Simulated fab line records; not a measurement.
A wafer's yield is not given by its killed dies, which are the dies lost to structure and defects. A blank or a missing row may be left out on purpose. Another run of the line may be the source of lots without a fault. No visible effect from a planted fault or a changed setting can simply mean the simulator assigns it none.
Which tool is to blame? | flow gf180mcu | 39 wafers from 13 lots sampled at 5 of the route's 602 steps

## WHAT THE GAUGES READ, wafer by wafer
GF_LVPWELL_OVL_MEAS_07. Usual: LVPWELL_OVL typically reads 1.4 nm, with standard deviation 1.4.
lot  | measured    | on         | LVPWELL_OVL (nm) | flag
L950 | day 3 23:52 | overlay-01 | -1.8 -0.9 -1.4   |
L951 | day 4 06:37 | overlay-01 | 1.1 1.0 2.9      |
L955 | day 5 04:42 | overlay-01 | 2.6 2.9 3.1      |
L956 | day 5 11:19 | overlay-02 | -0.8 1.4 -0.2    |
L957 | day 5 16:40 | overlay-02 | 0.8 1.2 1.2      |
L958 | day 5 22:40 | overlay-01 | 0.0 3.3 2.3      |
L959 | day 6 03:05 | overlay-01 | 0.8 1.2 -0.1     |
L961 | day 6 14:50 | overlay-02 | 1.8 2.1 1.5      |
L963 | day 7 03:31 | overlay-02 | -0.2 1.5 1.5     |
L964 | day 7 11:55 | overlay-02 | 3.3 1.5 0.3      |
L966 | day 7 20:40 | overlay-02 | 0.8 1.2 0.5      |
L967 | day 8 02:57 | overlay-01 | -1.5 -0.3 -1.3   |
L972 | day 9 05:24 | overlay-01 | 4.3 2.0 3.1      |

GF_VT_IMPLANT_TW_MEAS_32. Usual: VT_IMPLANT_3_TW typically reads 267.3, with standard deviation 1.5.
lot  | measured     | on            | VT_IMPLANT_3_TW   | flag
L950 | day 6 23:54  | film metro-03 | 265.6 264.9 266.4 |
L951 | day 7 08:29  | film metro-03 | 267.7 267.5 267.6 |
L955 | day 8 09:58  | film metro-03 | 268.8 268.7 270.0 |
L956 | day 8 16:34  | film metro-04 | 265.8 267.0 267.3 |
L957 | day 8 23:04  | film metro-03 | 269.4 269.8 267.3 |
L958 | day 9 07:56  | film metro-03 | 263.4 265.5 264.4 |
L959 | day 9 12:27  | film metro-03 | 264.8 264.9 265.8 |
L961 | day 10 02:12 | film metro-04 | 267.9 268.1 269.3 |
L963 | day 10 17:37 | film metro-04 | 268.0 268.4 270.9 |
L964 | day 11 04:46 | film metro-04 | 266.1 265.4 266.2 |
L966 | day 11 13:46 | film metro-02 | 268.1 269.4 268.5 |
L967 | day 11 18:38 | film metro-03 | 268.7 267.7 268.0 |
L972 | day 13 02:31 | film metro-04 | 265.9 264.9 266.8 |

GF_POLY_GATE_CD_MEAS_10: the cd target is 280 nm. Usual: cd nm reads 279.6 nm (standard deviation 1).
lot  | measured     | on        | cd nm (nm)        | flag
L950 | day 9 05:41  | cd sem-01 | 279.7 279.0 279.3 |
L951 | day 9 17:34  | cd sem-02 | 278.7 280.2 279.9 |
L955 | day 10 21:24 | cd sem-02 | 279.8 279.9 278.4 |
L956 | day 11 03:00 | cd sem-02 | 278.7 279.8 279.6 |
L957 | day 11 10:00 | cd sem-02 | 278.5 280.3 281.1 |
L958 | day 11 19:39 | cd sem-02 | 279.9 280.2 280.6 |
L959 | day 12 00:12 | cd sem-02 | 280.1 280.6 279.5 |
L961 | day 12 14:33 | cd sem-02 | 280.7 280.7 279.6 |
L963 | day 13 09:05 | cd sem-02 | 279.1 278.5 278.9 |
L964 | day 13 23:40 | cd sem-02 | 277.1 276.5 275.5 | OFF
L966 | day 14 10:21 | cd sem-02 | 278.9 279.3 279.9 |
L967 | day 14 16:05 | cd sem-02 | 280.1 280.4 280.8 |
L972 | day 15 22:30 | cd sem-01 | 280.2 280.4 280.6 |

GF_HV_LDD_OVL_MEAS_08. Usual: HV_LDD_OVL typically reads 1.2 nm, with standard deviation 1.4.
lot  | measured     | on         | HV_LDD_OVL (nm) | flag
L950 | day 10 02:39 | overlay-01 | 0.8 2.4 0.1     |
L951 | day 10 13:18 | overlay-01 | -3.0 0.4 -1.1   |
L955 | day 11 18:28 | overlay-01 | 0.9 0.9 1.2     |
L956 | day 11 23:37 | overlay-02 | 1.4 2.8 1.4     |
L957 | day 12 07:19 | overlay-02 | 0.0 0.5 0.6     |
L958 | day 12 16:59 | overlay-02 | 4.8 4.2 0.8     |
L959 | day 12 21:00 | overlay-01 | 1.3 0.8 -1.8    |
L961 | day 13 14:45 | overlay-01 | -0.2 0.5 0.7    |
L963 | day 14 08:19 | overlay-02 | 0.6 -0.1 -1.5   |
L964 | day 15 00:05 | overlay-02 | 0.9 -1.0 1.8    |
L966 | day 15 09:47 | overlay-02 | 3.1 0.7 2.2     |
L967 | day 15 15:53 | overlay-01 | 2.1 -0.1 1.6    |
L972 | day 16 23:23 | overlay-02 | 1.9 1.6 1.1     |

## EACH LOT AND THE TOOL THAT RAN IT (in order: tool; ch and the chambers of the sampled wafers; start)
lot  | GF_POLY_GATE_PEB_08
L950 | litho track-01 ch 0, day 9 05:20
L951 | litho track-01 ch 0, day 9 17:14
L955 | litho track-02 ch 0, day 10 21:03
L956 | litho track-02 ch 0, day 11 02:39
L957 | litho track-01 ch 0, day 11 09:39
L958 | litho track-02 ch 0, day 11 19:18
L959 | litho track-04 ch 0, day 11 23:52
L961 | litho track-04 ch 0, day 12 14:13
L963 | litho track-04 ch 0, day 13 08:44
L964 | litho track-01 ch 0, day 13 23:12
L966 | litho track-04 ch 0, day 14 10:01
L967 | litho track-04 ch 0, day 14 15:44
L972 | litho track-02 ch 0, day 15 22:09
- GF_POLY_GATE_PEB_08: peb time 90 s.

## WHAT THE TOOLS THEMSELVES READ (means of the sampled wafers that have a number; where no wafer has one, the mark that the record gives instead)
The record holds no such reading with a usual standard deviation.

## THE ANSWER, worked out from the rows above alone
Rule: a lot counts as off when the mean over its wafers that have a number is more than 3 standard deviations away from the usual mean. A lot without any number at a reading at which 4 lots or more have one is off too. All remaining lots with rows at the step are treated as sound. Order of review: gauges by route order, followed by the tools' own readings, for which a lot's mean as printed above is used. At the first step where some lot is off, the reading lying furthest off is the one used; lots without a number count as furthest.
Off: L964, at GF_POLY_GATE_CD_MEAS_10 (cd nm).
If a tool, at a process step before that reading, ran all the lots that are off and no sound lot after the first of them, it fits. Those tools and the gauges at GF_POLY_GATE_CD_MEAS_10 are tried in the same way. One fits: GF_POLY_GATE_PEB_08 on litho track-01. Its last sound lot is L957 (day 11 09:39), its first lot that is off L964 (day 13 23:12): a fault that began between those two fits.

## WHAT HAD BEEN PUT IN BY THE SIMULATOR
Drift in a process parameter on litho track-01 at GF_POLY_GATE_PEB_08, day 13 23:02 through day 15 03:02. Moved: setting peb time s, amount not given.
Shown lots that were struck: L964. This agrees with what the rule above found.
